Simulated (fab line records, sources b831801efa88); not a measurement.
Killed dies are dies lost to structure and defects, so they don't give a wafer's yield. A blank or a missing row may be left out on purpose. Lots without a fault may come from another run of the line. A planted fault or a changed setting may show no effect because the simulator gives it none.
Which tool did it? | flow sky130 | 6 lots, 18 wafers sampled, at 4 steps of a route of 708

WHAT THE GAUGES READ, wafer by wafer
SKY_VIA4_THK_MEAS_01.
lot  | measured     | on            | VIA4_HDPCVD_THK (nm)
L783 | day 41 22:48 | film_metro-01 | 1743 1726 1733
L786 | day 43 02:10 | film_metro-04 | 1733 1743 1752
L788 | day 43 11:55 | film_metro-04 | 1748 1733 1766
L798 | day 46 03:20 | film_metro-01 | 1761 2446 1769
L800 | day 46 19:31 | film_metro-04 | 1739 1751 1757
L804 | day 47 19:19 | film_metro-01 | 1735 1745 1756

WHICH TOOL RAN EACH LOT (tool, then ch and the chambers of the sampled wafers, then the start)
lot  | SKY_METAL2_SPUTTER_04        | SKY_VIA2_SPUTTER_20          | SKY_VIA4_HDPCVD_00
L783 | pvd_sputter-01, day 34 06:08 | pvd_sputter-03, day 36 12:54 | hdpcvd-01 ch 1,2, day 41 22:37
L786 | pvd_sputter-02, day 35 13:00 | pvd_sputter-03, day 37 18:58 | hdpcvd-02 ch 0,1, day 43 02:00
L788 | pvd_sputter-02, day 36 02:04 | pvd_sputter-02, day 38 07:29 | hdpcvd-02 ch 0,2, day 43 11:43
L798 | pvd_sputter-03, day 39 03:14 | pvd_sputter-03, day 41 05:41 | hdpcvd-02 ch 0,1,2, day 46 03:10
L800 | pvd_sputter-02, day 39 21:35 | pvd_sputter-02, day 42 00:01 | hdpcvd-01 ch 0,1,2, day 46 19:24
L804 | pvd_sputter-03, day 40 23:45 | pvd_sputter-03, day 43 01:26 | hdpcvd-01 ch 0,2, day 47 19:08
- SKY_METAL2_SPUTTER_04: material TiN, target thk 70 nm, time 58.3 s.
- SKY_VIA2_SPUTTER_20: material TiN, target thk 20 nm, time 80 s.
- SKY_VIA4_HDPCVD_00: deposits SiO2, target thk 1750 nm, time 291.7 s.

THE ANSWER, worked out from the rows above alone
Rule: what is usual is taken from the lots themselves. Put in order of their means at a reading, lots are off if they are a third of the lots or fewer, leave a main group of 4 or more, and stand apart from it by a gap of 3 or more times the standard deviation of the main group's means; of several such gaps the widest counts. A main group whose means are all the same, to the digits that the tables above print for the reading, isn't used. A lot without any number at a reading at which 4 lots or more have one is off too. The other lots that the step has rows for count as sound.
Off: L798, at SKY_VIA4_THK_MEAS_01 (VIA4_HDPCVD_THK). The main group: mean 1744 nm, standard deviation 5.5.
A tool fits if, at a process step before that reading, it ran every lot that is off, and no sound lot after the first of them. The gauges at SKY_VIA4_THK_MEAS_01 are tried like those tools. One fits: hdpcvd-02 at SKY_VIA4_HDPCVD_00. Its last sound lot is L788 (day 43 11:43), its first lot that is off L798 (day 46 03:10): a fault that began between those two fits.

WHAT THE SIMULATOR HAD PUT IN
Process parameter drift: hdpcvd-02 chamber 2, from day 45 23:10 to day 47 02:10, at SKY_VIA4_HDPCVD_00. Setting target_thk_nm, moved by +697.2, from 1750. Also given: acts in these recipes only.
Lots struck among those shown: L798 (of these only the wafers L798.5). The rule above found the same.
